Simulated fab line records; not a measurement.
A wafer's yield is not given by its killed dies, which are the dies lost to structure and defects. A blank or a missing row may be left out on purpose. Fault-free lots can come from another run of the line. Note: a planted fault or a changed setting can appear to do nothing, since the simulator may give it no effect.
Which tool is to blame? / flow gf180mcu / 11 lots, 33 wafers sampled, at 4 steps of a route of 602

WHAT THE GAUGES READ, wafer by wafer
GF_CONTACT_THK_MEAS_03.
lot=L512; measured=day 16 04:49; on=film metro-02; CONTACT_CVD_02_THK (nm)=860 844 864
lot=L516; measured=day 16 18:01; on=film metro-04; CONTACT_CVD_02_THK (nm)=857 871 875
lot=L515; measured=day 16 22:09; on=film metro-04; CONTACT_CVD_02_THK (nm)=851 867 868
lot=L518; measured=day 17 17:14; on=film metro-04; CONTACT_CVD_02_THK (nm)=859 866 867
lot=L525; measured=day 20 04:30; on=film metro-04; CONTACT_CVD_02_THK (nm)=250 856 262 250 855 263
lot=L526; measured=day 20 19:05; on=film metro-04; CONTACT_CVD_02_THK (nm)=850 866 266 851 866 266
lot=L528; measured=day 21 10:51; on=film metro-04; CONTACT_CVD_02_THK (nm)=861 856 870
lot=L529; measured=day 21 12:21; on=film metro-03; CONTACT_CVD_02_THK (nm)=873 870 868
lot=L530; measured=day 22 02:11; on=film metro-02; CONTACT_CVD_02_THK (nm)=869 863 879
lot=L532; measured=day 22 17:54; on=film metro-04; CONTACT_CVD_02_THK (nm)=852 870 862
lot=L534; measured=day 23 06:54; on=film metro-04; CONTACT_CVD_02_THK (nm)=838 855 853

WHICH TOOL RAN EACH LOT (tool, then ch and the chambers of the sampled wafers, then the start)
lot=L512; GF_NSD_STRIP_11=plasma asher-04 ch 0,1, day 14 08:40; GF_SALICIDE_SPUTTER_02=pvd sputter-01, day 16 04:06; GF_CONTACT_CVD_02=pecvd-01 ch 0,2, day 16 04:44
lot=L516; GF_NSD_STRIP_11=plasma asher-03 ch 1, day 14 20:52; GF_SALICIDE_SPUTTER_02=pvd sputter-01, day 16 17:18; GF_CONTACT_CVD_02=pecvd-01 ch 0,1, day 16 17:56
lot=L515; GF_NSD_STRIP_11=plasma asher-04 ch 0,1, day 15 01:10; GF_SALICIDE_SPUTTER_02=pvd sputter-01, day 16 21:27; GF_CONTACT_CVD_02=pecvd-03 ch 1,2, day 16 22:05
lot=L518; GF_NSD_STRIP_11=plasma asher-02 ch 0,1, day 15 18:26; GF_SALICIDE_SPUTTER_02=pvd sputter-02, day 17 16:31; GF_CONTACT_CVD_02=pecvd-03 ch 0,1, day 17 17:08
lot=L525; GF_NSD_STRIP_11=plasma asher-03 ch 0,1, day 18 02:32; GF_SALICIDE_SPUTTER_02=pvd sputter-01, day 20 03:48; GF_CONTACT_CVD_02=pecvd-03 ch 1,2, day 20 04:26
lot=L526; GF_NSD_STRIP_11=plasma asher-03 ch 0,1, day 18 17:16; GF_SALICIDE_SPUTTER_02=pvd sputter-02, day 20 18:20; GF_CONTACT_CVD_02=pecvd-03 ch 0,1, day 20 18:58
lot=L528; GF_NSD_STRIP_11=plasma asher-02 ch 0,1, day 19 07:44; GF_SALICIDE_SPUTTER_02=pvd sputter-01, day 21 10:05; GF_CONTACT_CVD_02=pecvd-02 ch 0,2, day 21 10:46
lot=L529; GF_NSD_STRIP_11=plasma asher-04 ch 0,1, day 19 10:46; GF_SALICIDE_SPUTTER_02=pvd sputter-02, day 21 11:38; GF_CONTACT_CVD_02=pecvd-01 ch 1,2, day 21 12:16
lot=L530; GF_NSD_STRIP_11=plasma asher-03 ch 0,1, day 19 23:40; GF_SALICIDE_SPUTTER_02=pvd sputter-04, day 22 01:29; GF_CONTACT_CVD_02=pecvd-01 ch 0,1,2, day 22 02:07
lot=L532; GF_NSD_STRIP_11=plasma asher-03 ch 0,1, day 20 17:17; GF_SALICIDE_SPUTTER_02=pvd sputter-02, day 22 17:12; GF_CONTACT_CVD_02=pecvd-02 ch 0,2, day 22 17:50
lot=L534; GF_NSD_STRIP_11=plasma asher-04 ch 0,1, day 21 06:06; GF_SALICIDE_SPUTTER_02=pvd sputter-04, day 23 06:09; GF_CONTACT_CVD_02=pecvd-03 ch 1,2, day 23 06:50
- GF_NSD_STRIP_11: strips in O2/N2.
- GF_SALICIDE_SPUTTER_02: material Co, target thk 10 nm, time 20 s.
- GF_CONTACT_CVD_02: deposits SiO2 from TEOS, target thk 860 nm, time 95.992 s.

THE ANSWER, worked out from the rows above alone
Rule: the usual values come from the lots themselves. The widest of any qualifying gaps counts: lots, ordered by their means at a reading, are off when they make up no more than a third of the lots, leave a main group of 4 or more, and stand apart from it by 3 or more times the standard deviation of that group's means. A main group whose means are all the same, to the digits that the tables above print for the reading, isn't used. Also off: a lot with no number at a reading for which 4 or more lots have one. Where the step has rows for the other lots, those lots are counted as sound.
Off: at GF_CONTACT_THK_MEAS_03 (CONTACT_CVD_02_THK), L525, L526. The main group has a mean of 863 nm with a standard deviation of 6.6.
A tool fits if, at a process step before that reading, it ran every lot that is off, and no sound lot after the first of them. The gauges at GF_CONTACT_THK_MEAS_03 are tried like those tools. Not one of the candidates tried fits.

WHAT THE SIMULATOR PUT IN
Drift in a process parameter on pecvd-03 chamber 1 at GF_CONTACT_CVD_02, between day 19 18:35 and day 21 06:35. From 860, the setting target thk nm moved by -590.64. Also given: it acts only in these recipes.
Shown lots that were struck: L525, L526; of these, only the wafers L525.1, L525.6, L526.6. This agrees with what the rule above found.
